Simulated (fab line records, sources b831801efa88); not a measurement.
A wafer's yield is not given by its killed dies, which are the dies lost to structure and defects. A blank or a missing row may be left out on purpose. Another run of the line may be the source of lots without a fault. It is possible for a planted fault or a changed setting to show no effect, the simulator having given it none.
One fault through the eyes of 2 desks :: flow gf180mcu :: numbers are kept per desk, each desk with only its own; the story behind them comes last

## THE METROLOGY DESK
What the gauges read for every lot (on any tool): the sampled wafers with a number, averaged. If a lot's mean is further than 4 standard deviations from the usual mean, the lot is out of limits and carries the mark OUT (the distance appears in the brackets).
Columns: A = TOP_METAL_OVL at GF_TOP_METAL_OVL_MEAS_15, usual -0.2 nm
lot: L963
first seen here: day 28 02:26
A: -0.9

lot: L964
first seen here: day 28 10:58
A: -1.0

lot: L965
first seen here: day 28 19:59
A: 0.5

lot: L966
first seen here: day 29 03:22
A: -1.9

lot: L971
first seen here: day 30 18:52
A: 0.7

lot: L972
first seen here: day 31 00:55
A: 0.0

lot: L973
first seen here: day 31 09:28
A: -0.2

lot: L974
first seen here: day 31 15:14
A: -0.9

lot: L980
first seen here: day 33 00:43
A: -1.5

lot: L983
first seen here: day 33 18:34
A: 1.0

lot: L984
first seen here: day 34 03:01
A: 0.6

lot: L985
first seen here: day 34 03:28
A: 0.2

lot: L986
first seen here: day 34 08:16
A: -0.9
This desk found nothing out of limits on any of the 13 lots.

## FOR THE TOOL OWNER'S DESK: rieDiel-01
The tool's own readings at GF_V2_ETCH_16 (etches BARC in N2/H2): means of the sampled wafers that have a number, for each lot that ran on this tool. If a lot's mean is further than 4 standard deviations from the usual mean, the lot is out of limits and carries the mark OUT (the distance appears in the brackets).
Columns: A = drypumpMotorCurrentA at GF_V2_ETCH_16, usual 5.6 A; B = n2FlowSccm at GF_V2_ETCH_16, usual 100.01 sccm; C = oesProductAu at GF_V2_ETCH_16, usual 0.855 a.u.; D = throttleValvePct at GF_V2_ETCH_16, usual 13.225 %
lot: L965
first seen here: day 21 03:31
A: 5.5
B: 100.04
C: 0.855
D: 13.228

lot: L966
first seen here: day 21 12:27
A: 5.2
B: 100.02
C: 0.852
D: 13.224

lot: L971
first seen here: day 23 13:16
A: 5.5
B: 99.78
C: 0.857
D: 13.225

lot: L972
first seen here: day 23 19:37
A: 5.4
B: 100.04
C: 0.857
D: 13.224

lot: L973
first seen here: day 24 08:22
A: 5.4
B: 99.99
C: 0.857
D: 13.229

lot: L974
first seen here: day 24 14:35
A: 5.5
B: 99.84
C: 0.865
D: 13.225

lot: L984
first seen here: day 27 12:19
A: 5.4
B: 100.05
C: 0.853
D: 13.226

lot: L986
first seen here: day 28 00:24
A: 5.3
B: 99.83
C: 0.853
D: 13.219
This desk found nothing out of limits on any of the 8 lots.

## BROUGHT TOGETHER
Nothing out of limits was seen by the metrology desk.
Nothing out of limits was seen by the tool owner's desk.

## WHAT THE SIMULATOR HAD PUT IN
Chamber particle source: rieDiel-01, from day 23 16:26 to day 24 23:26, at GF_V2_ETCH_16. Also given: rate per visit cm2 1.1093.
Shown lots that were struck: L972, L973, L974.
